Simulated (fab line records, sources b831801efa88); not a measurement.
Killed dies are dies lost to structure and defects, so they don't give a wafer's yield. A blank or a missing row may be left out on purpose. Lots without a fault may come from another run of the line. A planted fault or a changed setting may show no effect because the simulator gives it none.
One fault seen from 2 desks | flow sfq_line | each desk has only its own numbers; what lay behind them comes last

THE TOOL OWNER'S DESK: rie_metal-03
The tool's own readings at SFQ_TRILAYER_M4_BARC_OPEN_METAL_ETCH_123 (etches BARC in O2, target depth 125 nm, time 41.7 s): means of the sampled wafers that have a number, for each lot that ran on this tool. A lot is out of limits, marked OUT, if its mean lies more than 4 standard deviations from the usual mean; the brackets give that distance.
Columns: A = drypump_motor_current_A at SFQ_TRILAYER_M4_BARC_OPEN_METAL_ETCH_123, usual 5.44 A; B = oes_product_au at SFQ_TRILAYER_M4_BARC_OPEN_METAL_ETCH_123, usual 0.685 a.u.; C = rf_fwd_power_W at SFQ_TRILAYER_M4_BARC_OPEN_METAL_ETCH_123, usual 592.8 W
lot  | first seen here | A    | B     | C
L854 | day 55 12:05    | 5.49 | 0.683 | 592.9
L855 | day 55 15:41    | 5.51 | 0.686 | 560.9 (-15) OUT
L857 | day 57 03:38    | 5.38 | 0.686 | 529.9 (-30) OUT
L865 | day 60 10:40    | 5.41 | 0.687 | 592.2
L871 | day 62 07:18    | 5.39 | 0.685 | 593.1
This desk's finding: out of limits on L855, L857; first on L855, day 55 15:41 (rf_fwd_power_W at SFQ_TRILAYER_M4_BARC_OPEN_METAL_ETCH_123). In limits: L854, L865, L871.

THE METROLOGY DESK
What the gauges read, lot by lot, whatever tool the lot ran on: means of the sampled wafers that have a number. A lot is out of limits, marked OUT, if its mean lies more than 4 standard deviations from the usual mean; the brackets give that distance.
Columns: A = C5_OVL at SFQ_C5_OVL_MEAS_937, usual 2 nm
lot  | first seen here | A
L849 | day 74 00:10    | 5
L850 | day 74 01:36    | 15
L854 | day 75 03:32    | 5
L855 | day 75 05:56    | -2
L856 | day 75 08:20    | -3
L857 | day 75 10:44    | 9
L865 | day 82 23:37    | 9
L866 | day 83 00:59    | 5
L867 | day 84 05:17    | 4
L868 | day 84 18:17    | 4
L869 | day 85 03:52    | -4
L870 | day 85 08:41    | 1
L871 | day 85 12:16    | -1
L872 | day 85 13:28    | 2
This desk's finding: nothing out of limits on any of the 14 lots.

PUT TOGETHER
The tool owner's desk could have raised an alarm at day 55 15:41, on L855, L857.
The metrology desk saw nothing out of limits.
The metrology desk has L855, L857 on record, within its limits.
Of the lots named, all ran SFQ_TRILAYER_M4_BARC_OPEN_METAL_ETCH_123 on rie_metal-03.

WHAT THE SIMULATOR HAD PUT IN
Process parameter drift: rie_metal-03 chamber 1, from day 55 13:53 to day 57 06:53, at SFQ_TRILAYER_M4_BARC_OPEN_METAL_ETCH_123. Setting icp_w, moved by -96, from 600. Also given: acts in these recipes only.
Lots struck among those shown: L855, L857.
Hours from the fault's start to each desk's first reading out of limits: the tool owner's desk, 2.
